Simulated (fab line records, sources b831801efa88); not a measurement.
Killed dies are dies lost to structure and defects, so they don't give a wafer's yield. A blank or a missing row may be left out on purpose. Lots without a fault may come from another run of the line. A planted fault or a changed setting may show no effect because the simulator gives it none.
Which tool did it? | flow gf180mcu | 12 lots, 36 wafers sampled, at 2 steps of a route of 602

WHAT THE GAUGES READ, wafer by wafer
GF_V4_BOW_MEAS_05.
lot  | measured     | on            | V4_BOW (um)
L568 | day 23 18:40 | film_metro-02 | 142 139 140
L569 | day 23 23:02 | film_metro-04 | 140 131 138
L570 | day 24 12:13 | film_metro-04 | 132 120 113
L577 | day 26 22:48 | film_metro-02 | 129 123 134
L579 | day 27 15:16 | film_metro-04 | 143 154 138
L581 | day 28 04:11 | film_metro-04 | 113 115 118
L582 | day 28 09:36 | film_metro-01 | 128 120 126
L584 | day 28 20:21 | film_metro-02 | 141 134 158
L585 | day 29 01:47 | film_metro-01 | 127 130 121
L586 | day 29 08:44 | film_metro-01 | 134 135 133
L587 | day 29 12:57 | film_metro-02 | 127 133 132
L589 | day 30 04:43 | film_metro-04 | 145 142 143

WHICH TOOL RAN EACH LOT (tool, then ch and the chambers of the sampled wafers, then the start)
lot  | GF_M4_METAL_ETCH_16
L568 | rie_metal-02 ch 0,1, day 23 17:26
L569 | rie_metal-02 ch 0,1, day 23 21:49
L570 | rie_metal-03 ch 0,1, day 24 10:59
L577 | rie_metal-02 ch 0,1, day 26 21:34
L579 | rie_metal-03 ch 0,1, day 27 14:02
L581 | rie_metal-02 ch 0,1, day 28 02:55
L582 | rie_metal-03 ch 1, day 28 08:17
L584 | rie_metal-04 ch 0,1, day 28 19:04
L585 | rie_metal-03 ch 0,1, day 29 00:35
L586 | rie_metal-02 ch 1, day 29 07:28
L587 | rie_metal-03 ch 0,1, day 29 11:41
L589 | rie_metal-03 ch 0,1, day 30 03:28
- GF_M4_METAL_ETCH_16: etches the open film in Cl2/BCl3, stops on SiO2, target depth 627.5 nm, time 104.6 s.

WHAT THE TOOLS THEMSELVES READ (means of the sampled wafers that have a number; where no wafer has one, the mark that the record gives instead)
GF_M4_METAL_ETCH_16.
lot  | tool         | drypump_motor_current_A (A) | oes_product_au (a.u.) | rf_fwd_power_W (W) | throttle_valve_pct (%)
L568 | rie_metal-02 | 5.5                         | 0.974                 | 797.1              | 28.257
L569 | rie_metal-02 | 5.5                         | 0.977                 | 797.7              | 28.253
L570 | rie_metal-03 | 5.9                         | 0.968                 | 797.1              | 28.245
L577 | rie_metal-02 | 5.5                         | 0.966                 | 796.4              | 28.248
L579 | rie_metal-03 | 5.5                         | 0.974                 | 795.8              | 28.250
L581 | rie_metal-02 | 5.7                         | 0.968                 | 795.6              | 28.252
L582 | rie_metal-03 | 6.2                         | 0.976                 | 798.6              | 28.237
L584 | rie_metal-04 | 5.6                         | 0.973                 | 796.2              | 28.251
L585 | rie_metal-03 | 5.5                         | 0.974                 | 795.8              | 28.259
L586 | rie_metal-02 | 6.0                         | 0.980                 | 801.6              | 28.238
L587 | rie_metal-03 | 5.9                         | 0.965                 | 799.7              | 28.250
L589 | rie_metal-03 | 5.9                         | 0.973                 | 793.8              | 28.248

THE ANSWER, worked out from the rows above alone
Rule: what is usual is taken from the lots themselves. Put in order of their means at a reading, lots are off if they are a third of the lots or fewer, leave a main group of 4 or more, and stand apart from it by a gap of 3 or more times the standard deviation of the main group's means; of several such gaps the widest counts. A main group whose means are all the same, to the digits that the tables above print for the reading, isn't used. A lot without any number at a reading at which 4 lots or more have one is off too. The other lots that the step has rows for count as sound. The gauges are gone through in route order, then the tools' own readings, and for those a lot's mean is taken as printed above. The first step at which some lot is off is used, and at that step the reading that is off furthest; a lot without a number counts as furthest.
No lot is off at any reading shown: from this, nothing can be told.

WHAT THE SIMULATOR HAD PUT IN
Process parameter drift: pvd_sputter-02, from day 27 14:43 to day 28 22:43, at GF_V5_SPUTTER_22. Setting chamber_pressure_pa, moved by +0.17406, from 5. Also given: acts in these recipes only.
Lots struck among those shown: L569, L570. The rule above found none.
